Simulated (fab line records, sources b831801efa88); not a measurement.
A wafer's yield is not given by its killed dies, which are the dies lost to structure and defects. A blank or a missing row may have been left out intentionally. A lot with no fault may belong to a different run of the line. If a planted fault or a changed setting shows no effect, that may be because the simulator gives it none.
Code-filled problem report in 8D (eight disciplines) form	flow gf180mcu	the parts of the form that need people (team, actions taken, sign-off) are left out

== 1. WHAT WENT WRONG ==
MVPSD_RS at GF_VT_IMPLANT_RS_MEAS_49 reads a mean of 1225 ohm/sq on 6 wafers of 2 lots; wafers without a fault read 1169 ohm/sq with a standard deviation of 3.1. That puts it +18 standard deviations away from the usual mean.
The step: measures by four-point-probe.
First observed at day 13 09:31: wafer L376.2, on film_metro-03. The record has a number at this step for 36 wafers belonging to 12 lots. Rule for "out" (also "out of limits"): further than 4 standard deviations from the usual mean. Any other wafer with a number is counted as sound.

== 2. WHAT IT IS, AND WHAT IT ISN'T ==
question	is	is not
which readings at this step	MVPSD_RS	-
which lots	L376, L377	L355, L357, L359, L360, L364, L366, L368, L369, L372, L378
which wafers of those lots	all that have a number	-
read on which gauges	film_metro-03, film_metro-04	film_metro-02
when	from day 13 09:31	up to then (27 sound wafers); but 3 sound wafers of L378 came after

== 3. WHAT RULES OUT EACH SUSPECT ==
Counting: a tool at a process step up to the reading stays a suspect if it ran every lot that is out and no sound lot after the first of them.
- ruled out: the gauge at GF_VT_IMPLANT_RS_MEAS_49. The wafers that are out were read on 2 gauges (film_metro-03, film_metro-04).
- implanter-04 at GF_MVPSD_IMPLANT_09: kept. Every lot that is out went through it, starting with L376 (day 10 04:40), and after that it ran no sound lot; the last sound lot it ran before then is L368 (day 8 09:07). Its own beam_on_s, faraday_current_uA readings are out on those wafers.
Left after counting: implanter-04 at GF_MVPSD_IMPLANT_09.

== 4. THE CAUSE (what the simulator had put in) ==
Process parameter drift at GF_MVPSD_IMPLANT_09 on implanter-04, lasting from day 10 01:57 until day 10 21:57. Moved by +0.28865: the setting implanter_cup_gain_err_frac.
Counting left only this tool.

== 5. SEQUENCE OF EFFECTS, ordered by route ==
One row per reading whose mean, taken over the struck wafers that have a number, lies over 3 standard deviations from the usual. Scope: only readings with a usual standard deviation given in the record; hours: median across lots of the time from each lot's start at the first step in this table that gives one to its start at this step; sigmas: change in usual standard deviations.
hours	step	reading	usual	on struck wafers	change	sigmas
0	GF_MVPSD_IMPLANT_09	beam_on_s	10.01 s	7.89	-2.12	-9.2
0	GF_MVPSD_IMPLANT_09	faraday_current_uA	28.2	35.8	+7.6	+12
77	GF_VT_IMPLANT_RS_MEAS_49	MVPSD_RS	1169 ohm/sq	1225	+56	+18
Process steps it contains:
- GF_MVPSD_IMPLANT_09

== 6. WHAT WOULD HAVE CAUGHT IT SOONER ==
Counted from the fault's start at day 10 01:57, it took 80 hours until the first out-of-limits reading at a measuring or inspecting step in this record, taken at day 13 09:31.
At GF_MVPSD_IMPLANT_09, the tool's own readings (beam_on_s, faraday_current_uA) were out on each struck wafer the step has a row for, so an alarm limit on them would have fired on the first such wafer.
Each of the lots that are out, 2 in all, had begun GF_MVPSD_IMPLANT_09 on implanter-04 no later than day 13 09:31. Had the tool been put on hold then, not one of them would have been saved.
